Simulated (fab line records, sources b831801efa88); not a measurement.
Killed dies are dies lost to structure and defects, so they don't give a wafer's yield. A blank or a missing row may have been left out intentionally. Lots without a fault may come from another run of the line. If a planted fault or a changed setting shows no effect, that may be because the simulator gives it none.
Which tool was responsible?	flow sky130	13 lots, 39 wafers sampled, at 3 steps of a route of 708

## WHAT EACH GAUGE READ, for each wafer
SKY_PASSIVATION_THK_MEAS_01.
lot	measured	on	PASSIVATION_CVD_00_THK (nm)
L546	day 43 09:01	film_metro-02	89.8 91.2 92.1
L547	day 44 02:36	film_metro-01	89.8 89.2 91.6
L548	day 44 17:01	film_metro-04	91.2 92.1 92.3
L549	day 44 20:11	film_metro-01	91.2 91.7 92.1
L550	day 44 22:44	film_metro-01	89.8 90.5 90.8
L551	day 45 06:31	film_metro-04	91.0 91.8 91.7
L552	day 45 16:17	film_metro-01	92.0 93.3 93.4
L553	day 45 21:40	film_metro-04	90.4 91.3 91.1
L554	day 46 01:38	film_metro-02	89.4 88.3 90.2
L555	day 46 03:38	film_metro-02	89.0 89.3 89.3
L559	day 47 05:42	film_metro-01	88.3 87.9 89.3
L562	day 48 03:29	film_metro-04	90.1 91.4 90.5
L563	day 48 08:10	film_metro-02	90.4 91.7 91.8

## EACH LOT AND THE TOOL THAT RAN IT (in order: tool; ch and the chambers of the sampled wafers; start)
lot	SKY_VIA4_CLEAN_16	SKY_METAL5_SPUTTER_01
L546	wet_bench-04 ch 3, day 42 08:25	pvd_sputter-01, day 42 09:14
L547	wet_bench-04 ch 2, day 43 01:50	pvd_sputter-01, day 43 02:50
L548	wet_bench-04 ch 1, day 43 16:40	pvd_sputter-03, day 43 17:28
L549	wet_bench-04 ch 2, day 43 20:14	pvd_sputter-01, day 43 21:02
L550	wet_bench-02 ch 1, day 43 22:03	pvd_sputter-01, day 43 23:35
L551	wet_bench-04 ch 0, day 44 07:25	pvd_sputter-03, day 44 08:14
L552	wet_bench-02 ch 0, day 44 17:25	pvd_sputter-01, day 44 18:15
L553	wet_bench-04 ch 2, day 44 22:17	pvd_sputter-01, day 44 23:06
L554	wet_bench-02 ch 3, day 45 03:58	pvd_sputter-01, day 45 04:46
L555	wet_bench-04 ch 3, day 45 05:47	pvd_sputter-03, day 45 06:36
L559	wet_bench-04 ch 3, day 46 07:29	pvd_sputter-02, day 46 08:29
L562	wet_bench-04 ch 3, day 47 06:22	pvd_sputter-02, day 47 07:11
L563	wet_bench-04 ch 3, day 47 10:53	pvd_sputter-03, day 47 11:42
- SKY_VIA4_CLEAN_16: cleans in O3/DIW.
- SKY_METAL5_SPUTTER_01: material TiN, target thk 20 nm, time 16.7 s.

## AS READ BY THE TOOLS THEMSELVES (means over the sampled wafers that have a number; for cases with no such wafer, the mark the record gives instead)
SKY_METAL5_SPUTTER_01.
lot	tool	throttle_valve_pct (%)
L546	pvd_sputter-01	29.5
L547	pvd_sputter-01	29.2
L548	pvd_sputter-03	30.2
L549	pvd_sputter-01	28.6
L550	pvd_sputter-01	29.1
L551	pvd_sputter-03	30.1
L552	pvd_sputter-01	29.1
L553	pvd_sputter-01	29.1
L554	pvd_sputter-01	29.0
L555	pvd_sputter-03	29.5
L559	pvd_sputter-02	29.7
L562	pvd_sputter-02	29.5
L563	pvd_sputter-03	29.8

## THE ANSWER, worked out from the rows above alone
Rule: usual is defined by the lots themselves. The widest of any qualifying gaps counts: lots, ordered by their means at a reading, are off when they make up no more than a third of the lots, leave a main group of 4 or more, and stand apart from it by 3 or more times the standard deviation of that group's means. A main group whose means are all the same, to the digits that the tables above print for the reading, isn't used. Also off: a lot with no number at a reading for which 4 or more lots have one. The other lots that the step has rows for count as sound. After the gauges, taken in route order, come the tools' own readings; for these a lot's mean is taken, as printed above. At the first step where some lot is off, the reading lying furthest off is the one used; lots without a number count as furthest.
No lot is off on any of the readings shown, so nothing can be concluded from this.

## WHAT THE SIMULATOR HAD INSERTED
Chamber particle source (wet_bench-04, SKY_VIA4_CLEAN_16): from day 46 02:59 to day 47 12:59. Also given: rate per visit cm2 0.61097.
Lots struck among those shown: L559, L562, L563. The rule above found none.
